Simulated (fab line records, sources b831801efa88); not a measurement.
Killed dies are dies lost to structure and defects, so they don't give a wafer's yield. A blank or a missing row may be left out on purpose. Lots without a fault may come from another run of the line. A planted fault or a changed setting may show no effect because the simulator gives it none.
Problem report in the 8D (eight disciplines) form, filled by code | flow sky130 | the parts of the form that need people (team, actions taken, sign-off) are left out

1. THE PROBLEM
SONOS_TUNNEL_TW at SKY_SONOS_TUNNEL_TW_MEAS_12 reads a mean of 141.4 on 6 wafers of 2 lots; wafers without a fault read 197.2 with a standard deviation of 1.2. That is -47 standard deviations from the usual mean.
First seen on wafer L454.2, day 18 21:05, on film_metro-04. The record holds 36 wafers of 12 lots with a number at this step. Rule for "out", or "out of limits": more than 4 standard deviations from the usual mean. The other wafers with a number count as sound.

2. WHAT IT IS AND WHAT IT IS NOT
question                    | is                           | is not
which readings at this step | SONOS_TUNNEL_TW              | -
which lots                  | L454, L456                   | L433, L434, L437, L438, L441, L442, L444, L445, L446, L449
which wafers of those lots  | all that have a number       | -
read on which gauges        | film_metro-01, film_metro-04 | film_metro-03
when                        | from day 18 21:05            | up to then (30 sound wafers)

3. SUSPECTS, AND WHAT RULES EACH OUT
Counting: a tool at a process step up to the reading stays a suspect if it ran every lot that is out and no sound lot after the first of them.
- the gauge at SKY_SONOS_TUNNEL_TW_MEAS_12: ruled out. The wafers that are out were read on 2 gauges (film_metro-01, film_metro-04).
- implanter-02 at SKY_SONOS_TUNNEL_IMPLANT_09: kept. It ran every lot that is out, first L454 (day 18 20:42), and no sound lot after that; its last sound lot up to then is L449 (day 16 18:58). Its own readings are out on those wafers: dose_ions_cm2, faraday_current_uA.
Left after counting: implanter-02 at SKY_SONOS_TUNNEL_IMPLANT_09.

4. THE CAUSE (what the simulator had put in)
Process parameter drift: implanter-02, from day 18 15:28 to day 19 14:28, at SKY_SONOS_TUNNEL_IMPLANT_09. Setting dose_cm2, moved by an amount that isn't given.
Counting left only this tool.

5. THE CHAIN OF EFFECTS, in route order
Each row: a reading whose mean over the struck wafers that have a number lies more than 3 standard deviations from the usual. Only readings for which the record gives a usual standard deviation are gone through. hours: the time from each lot's start at the first step in this table that gives one to its start at this step, as a median over the lots. sigmas: the change in usual standard deviations.
hours | step                        | reading            | usual      | on struck wafers | change      | sigmas
0     | SKY_SONOS_TUNNEL_IMPLANT_09 | dose_ions_cm2      | 1.0002e+12 | 2.9870e+11       | -7.0150e+11 | -99 or more
0     | SKY_SONOS_TUNNEL_IMPLANT_09 | faraday_current_uA | 5.64       | 1.69             | -3.95       | -36
0     | SKY_SONOS_TUNNEL_TW_MEAS_12 | SONOS_TUNNEL_TW    | 197.2      | 141.4            | -55.8       | -47
The process steps in it:
- SKY_SONOS_TUNNEL_IMPLANT_09

6. WHAT WOULD HAVE CAUGHT IT SOONER
In this record the first reading out of limits at a measuring or inspecting step was taken at day 18 21:05, 6 hours after the fault began at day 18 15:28.
The tool's own readings at SKY_SONOS_TUNNEL_IMPLANT_09 were out on every struck wafer that the step has a row for (dose_ions_cm2, faraday_current_uA): an alarm limit on them would have fired on the first of those.
Of the lots that are out (2), L456 began SKY_SONOS_TUNNEL_IMPLANT_09 on implanter-02 after day 18 21:05. A hold on the tool at that time would have spared it.
